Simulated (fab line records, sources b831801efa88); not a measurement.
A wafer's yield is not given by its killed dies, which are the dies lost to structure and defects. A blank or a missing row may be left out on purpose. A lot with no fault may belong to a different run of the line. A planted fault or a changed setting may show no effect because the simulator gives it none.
fab line records -- flow sky130
[record] lots = 14, wafers = 42, last_day = 50
route steps=708 shown SD_N@356 SD_P@359
lots that met no fault: from a run of the same line without faults
start_h: start of the lot's first displayed wafer, in hours after the record's first day -- wait_h: time in hours since the lot's previous step -- " repeats the value in the row above -- L1.1+2: a single row standing in for several wafers -- - no value, or no start given -- * or withheld: withheld -- < > ~ a bound
route shown NAME@n: NAME is a module with steps in the file, n the number in the route of the first one -- usual: mean/standard deviation of fault-free wafers -- same: alike in all rows -- chamber/n: place in a boat -- sites: per-site readings -- _std_site: standard deviation across them -- _edge_site: mean of outer sites minus mean of inner sites -- radius_mm: for every site, how far away it sits from the centre of the wafer -- mask NAME#n: copy n -- behind: tool/chamber where the wafer was last shaped -- hold: what put the lot on hold/how long, in hours/how the hold closed -- device: transistor that didn't switch, given as n, p or np -- end of line: at the end of the route, the tests of the same wafers -- where a step has no rows: the recipe by itself -- killed: count of dies lost to structure and defects at first sort (not the wafer's yield) -- map: a wafer's dies, marking killed ones x, the rest . and places with no die _
set.NAME: the setting that was run; set.NAME@STEP: the one run at that earlier step -- model.NAME: the simulator's own value behind a step, which no gauge read
the route's steps for a sample of lots (tables are steps, rows are wafers)
[[steps]]
[step SKY_SD_N_RTA_14]
[recipe] temp_c = 1075, time_s = 2, idle_temp_c = 650, ramp_up_c_per_s = 150, ramp_down_c_per_s = 90, ambient = N2
[usual] lamp_power_pct = 15.74/0.051, wafer_temp_C_max = 1077.9/1.1
lot.wafer,tool,chamber,start_h,wait_h,lamp_power_pct,wafer_temp_C_max
L708.1,rtp_anneal-02,0,666.75,0.0,15.73,1076.1
L708.2,rtp_anneal-02,0,666.75,0.0,15.67,1077.3
L708.3,rtp_anneal-02,0,666.75,0.0,15.83,1078.7
L709.2,rtp_anneal-01,0,675.46,0.0,15.76,1077.1
L709.3,rtp_anneal-01,0,675.46,0.0,15.76,1077.2
L709.6,rtp_anneal-01,0,675.46,0.0,15.75,1079.2
L710.3,rtp_anneal-02,0,678.76,0.0,15.72,1078.2
L710.4,rtp_anneal-02,0,678.76,0.0,15.77,1078.5
L710.6,rtp_anneal-02,0,678.76,0.0,15.59,1078.3
L711.1,rtp_anneal-01,0,687.60,0.0,15.73,1077.7
L711.2,rtp_anneal-01,0,687.60,0.0,15.84,1078.9
L711.4,rtp_anneal-01,0,687.60,0.0,15.68,1078.3
L713.3,rtp_anneal-01,0,721.32,0.0,15.67,1078.1
L713.5,rtp_anneal-01,0,721.32,0.0,15.83,1077.3
L713.6,rtp_anneal-01,0,721.32,0.0,15.77,1079.6
L714.2,rtp_anneal-02,0,723.82,0.0,15.76,1079.3
L714.5,rtp_anneal-02,0,723.82,0.0,15.75,1076.7
L714.6,rtp_anneal-02,0,723.82,0.0,15.74,1078.5
L715.3,rtp_anneal-01,0,725.27,0.0,15.74,1076.9
L715.4,rtp_anneal-01,0,725.27,0.0,15.76,1078.5
L715.6,rtp_anneal-01,0,725.27,0.0,15.76,1077.0
L717.3,rtp_anneal-02,0,732.92,0.0,15.74,1077.6
L717.4,rtp_anneal-02,0,732.92,0.0,15.73,1076.4
L717.5,rtp_anneal-02,0,732.92,0.0,15.76,1077.9
L720.1,rtp_anneal-02,0,766.30,0.0,15.40,1059.3
L720.2,rtp_anneal-02,0,766.30,0.0,15.36,1060.2
L720.6,rtp_anneal-02,0,766.30,0.0,15.34,1058.6
L721.1,rtp_anneal-01,0,768.45,0.0,15.73,1079.1
L721.4,rtp_anneal-01,0,768.45,0.0,15.70,1077.7
L721.6,rtp_anneal-01,0,768.45,0.0,15.74,1077.1
L722.1,rtp_anneal-02,0,779.60,0.0,15.46,1061.9
L722.4,rtp_anneal-02,0,779.60,0.0,15.45,1058.6
L722.6,rtp_anneal-02,0,779.60,0.0,15.44,1062.8
L723.1,rtp_anneal-01,0,779.85,0.0,15.70,1077.2
L723.5,rtp_anneal-01,0,779.85,0.0,15.74,1078.5
L723.6,rtp_anneal-01,0,779.85,0.0,15.86,1077.5
L724.4,rtp_anneal-02,0,783.23,0.0,15.46,1060.4
L724.5,rtp_anneal-02,0,783.23,0.0,15.53,1061.1
L724.6,rtp_anneal-02,0,783.23,0.0,15.42,1061.5
L729.1,rtp_anneal-01,0,829.96,0.0,15.73,1077.5
L729.2,rtp_anneal-01,0,829.96,0.0,15.71,1078.6
L729.3,rtp_anneal-01,0,829.96,0.0,15.63,1076.2
[step SKY_SD_N_RS_MEAS_16]
[recipe] thk_meas_gauge = four-point-probe
[usual] SD_N_RS = 68.67/0.17
lot.wafer,tool,chamber,start_h,wait_h,hold,SD_N_RS[ohm/sq]
L708.1,film_metro-02,-,666.93,0.1,-,68.42
L708.2,film_metro-02,-,666.93,0.1,-,68.51
L708.3,film_metro-02,-,666.93,0.1,-,68.43
L709.2,film_metro-03,-,675.65,0.1,-,68.85
L709.3,film_metro-03,-,675.65,0.1,-,68.80
L709.6,film_metro-03,-,675.65,0.1,-,68.88
L710.3,film_metro-03,-,678.96,0.1,-,69.06
L710.4,film_metro-03,-,678.96,0.1,-,68.73
L710.6,film_metro-03,-,678.96,0.1,-,68.72
L711.1,film_metro-01,-,687.77,0.1,-,68.57
L711.2,film_metro-01,-,687.77,0.1,-,68.61
L711.4,film_metro-01,-,687.77,0.1,-,68.48
L713.3,film_metro-03,-,721.52,0.1,-,68.81
L713.5,film_metro-03,-,721.52,0.1,-,68.84
L713.6,film_metro-03,-,721.52,0.1,-,68.91
L714.2,film_metro-03,-,724.05,0.1,-,68.78
L714.5,film_metro-03,-,724.05,0.1,-,68.80
L714.6,film_metro-03,-,724.05,0.1,-,68.77
L715.3,film_metro-03,-,725.47,0.1,-,68.70
L715.4,film_metro-03,-,725.47,0.1,-,68.89
L715.6,film_metro-03,-,725.47,0.1,-,68.81
L717.3,film_metro-03,-,733.11,0.1,-,69.01
L717.4,film_metro-03,-,733.11,0.1,-,68.79
L717.5,film_metro-03,-,733.11,0.1,-,68.83
L720.1,film_metro-03,-,766.47,0.1,await_dispo/0.2h/release,71.58
L720.2,film_metro-03,-,766.47,0.1,await_dispo/0.2h/release,71.53
L720.6,film_metro-03,-,766.47,0.1,await_dispo/0.2h/release,71.50
L720.1,film_metro-03,-,766.83,0.3,-,71.49
L720.2,film_metro-03,-,766.83,0.3,-,71.61
L720.6,film_metro-03,-,766.83,0.3,-,71.50
L721.1,film_metro-01,-,768.62,0.1,-,68.72
L721.4,film_metro-01,-,768.62,0.1,-,68.51
L721.6,film_metro-01,-,768.62,0.1,-,68.53
L722.1,film_metro-02,-,779.83,0.1,await_dispo/0.2h/release,71.34
L722.4,film_metro-02,-,779.83,0.1,await_dispo/0.2h/release,71.26
L722.6,film_metro-02,-,779.83,0.1,await_dispo/0.2h/release,71.33
L722.1,film_metro-02,-,780.19,0.3,-,71.39
L722.4,film_metro-02,-,780.19,0.3,-,71.35
L722.6,film_metro-02,-,780.19,0.3,-,71.19
L723.1,film_metro-01,-,780.03,0.1,-,68.62
L723.5,film_metro-01,-,780.03,0.1,-,68.68
L723.6,film_metro-01,-,780.03,0.1,-,68.73
L724.4,film_metro-01,-,783.44,0.1,await_dispo/0.2h/release,71.30
L724.5,film_metro-01,-,783.44,0.1,await_dispo/0.2h/release,71.41
L724.6,film_metro-01,-,783.44,0.1,await_dispo/0.2h/release,71.44
L724.4,film_metro-01,-,783.80,0.3,-,71.50
L724.5,film_metro-01,-,783.80,0.3,-,71.44
L724.6,film_metro-01,-,783.80,0.3,-,71.42
L729.1,film_metro-02,-,830.13,0.1,-,68.64
L729.2,film_metro-02,-,830.13,0.1,-,68.46
L729.3,film_metro-02,-,830.13,0.1,-,68.53
[step SKY_SD_N_RS_MEAS_17]
[recipe] thk_meas_gauge = four-point-probe
[usual] SD_P_RS = 147.3/0.48
lot.wafer,tool,chamber,start_h,wait_h,hold,SD_P_RS[ohm/sq]
L708.1,film_metro-02,-,667.05,0.1,-,146.6
L708.2,film_metro-02,-,667.05,0.1,-,147.0
L708.3,film_metro-02,-,667.05,0.1,-,146.9
L709.2,film_metro-03,-,675.77,0.1,-,147.6
L709.3,film_metro-03,-,675.77,0.1,-,147.9
L709.6,film_metro-03,-,675.77,0.1,-,147.7
L710.3,film_metro-03,-,679.08,0.1,-,148.1
L710.4,film_metro-03,-,679.08,0.1,-,148.2
L710.6,film_metro-03,-,679.08,0.1,-,147.6
L711.1,film_metro-01,-,687.89,0.1,-,146.7
L711.2,film_metro-01,-,687.89,0.1,-,146.7
L711.4,film_metro-01,-,687.89,0.1,-,146.4
L713.3,film_metro-03,-,721.64,0.1,-,147.9
L713.5,film_metro-03,-,721.64,0.1,-,147.3
L713.6,film_metro-03,-,721.64,0.1,-,147.8
L714.2,film_metro-03,-,724.17,0.1,-,147.3
L714.5,film_metro-03,-,724.17,0.1,-,147.4
L714.6,film_metro-03,-,724.17,0.1,-,147.8
L715.3,film_metro-03,-,725.59,0.1,-,147.4
L715.4,film_metro-03,-,725.59,0.1,-,147.7
L715.6,film_metro-03,-,725.59,0.1,-,147.9
L717.3,film_metro-03,-,733.23,0.1,-,148.3
L717.4,film_metro-03,-,733.23,0.1,-,147.7
L717.5,film_metro-03,-,733.23,0.1,-,148.0
L721.1,film_metro-01,-,768.74,0.1,-,146.7
L721.4,film_metro-01,-,768.74,0.1,-,147.3
L721.6,film_metro-01,-,768.74,0.1,-,147.0
L720.1,film_metro-03,-,773.26,6.4,await_dispo/0.2h/release,163.3
L720.2,film_metro-03,-,773.26,6.4,await_dispo/0.2h/release,163.1
L720.6,film_metro-03,-,773.26,6.4,await_dispo/0.2h/release,163.6
L720.1,film_metro-03,-,773.63,0.4,-,163.5
L720.2,film_metro-03,-,773.63,0.4,-,162.9
L720.6,film_metro-03,-,773.63,0.4,-,163.5
L723.1,film_metro-01,-,780.15,0.1,-,147.2
L723.5,film_metro-01,-,780.15,0.1,-,147.0
L723.6,film_metro-01,-,780.15,0.1,-,147.0
L722.1,film_metro-02,-,782.62,2.4,await_dispo/0.2h/release,162.9
L722.4,film_metro-02,-,782.62,2.4,await_dispo/0.2h/release,162.8
L722.6,film_metro-02,-,782.62,2.4,await_dispo/0.2h/release,163.0
L722.1,film_metro-02,-,782.91,0.3,-,163.1
L722.4,film_metro-02,-,782.91,0.3,-,162.6
L722.6,film_metro-02,-,782.91,0.3,-,162.9
L724.4,film_metro-01,-,786.83,3.0,await_dispo/0.2h/release,163.3
L724.5,film_metro-01,-,786.83,3.0,await_dispo/0.2h/release,163.6
L724.6,film_metro-01,-,786.83,3.0,await_dispo/0.2h/release,163.8
L724.4,film_metro-01,-,787.11,0.3,-,163.9
L724.5,film_metro-01,-,787.11,0.3,-,163.3
L724.6,film_metro-01,-,787.11,0.3,-,163.8
L729.1,film_metro-02,-,830.25,0.1,-,147.5
L729.2,film_metro-02,-,830.25,0.1,-,146.9
L729.3,film_metro-02,-,830.25,0.1,-,147.0
[[key]]
[first_sign] step = SKY_SD_N_RTA_14, reading = wafer_temp_C_max, direction = down, sigmas = 15, usual = *, struck = *
[effect] step = SKY_SD_N_RTA_14, reading = lamp_power_pct, direction = down, sigmas = 6, usual = 15.74, struck = 15.43
[effect] step = SKY_SD_N_RS_MEAS_16, reading = visit, direction = added
[effect] step = SKY_SD_N_RS_MEAS_16, reading = SD_N_RS, direction = up, sigmas = 16, usual = 68.67, struck = 71.41
[effect] step = SKY_SD_N_RS_MEAS_17, reading = visit, direction = added
[effect] step = SKY_SD_N_RS_MEAS_17, reading = SD_P_RS, direction = up, sigmas = 33, usual = 147.3, struck = 163.3
met_at SKY_SD_N_RTA_14
struck_lots L720,L722,L724
tester_left_out L720,L722,L724
onset_between 732.92 766.30
[fault] kind = process_parameter_drift, tool = rtp_anneal-02, chamber = -, onset_h = 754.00, steps = SKY_SD_N_RTA_14, channel = temp_c, offset = *, shape = step, end_h = 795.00, acts_in = *, stated = *
// tester_left_out: of these lots the tester's yield and bins aren't shown, on N5 and GAA mostly nor the transistor test; their killed dies are dies lost to structure and defects alone, not to doping, threshold or leakage, so they don't give the yield
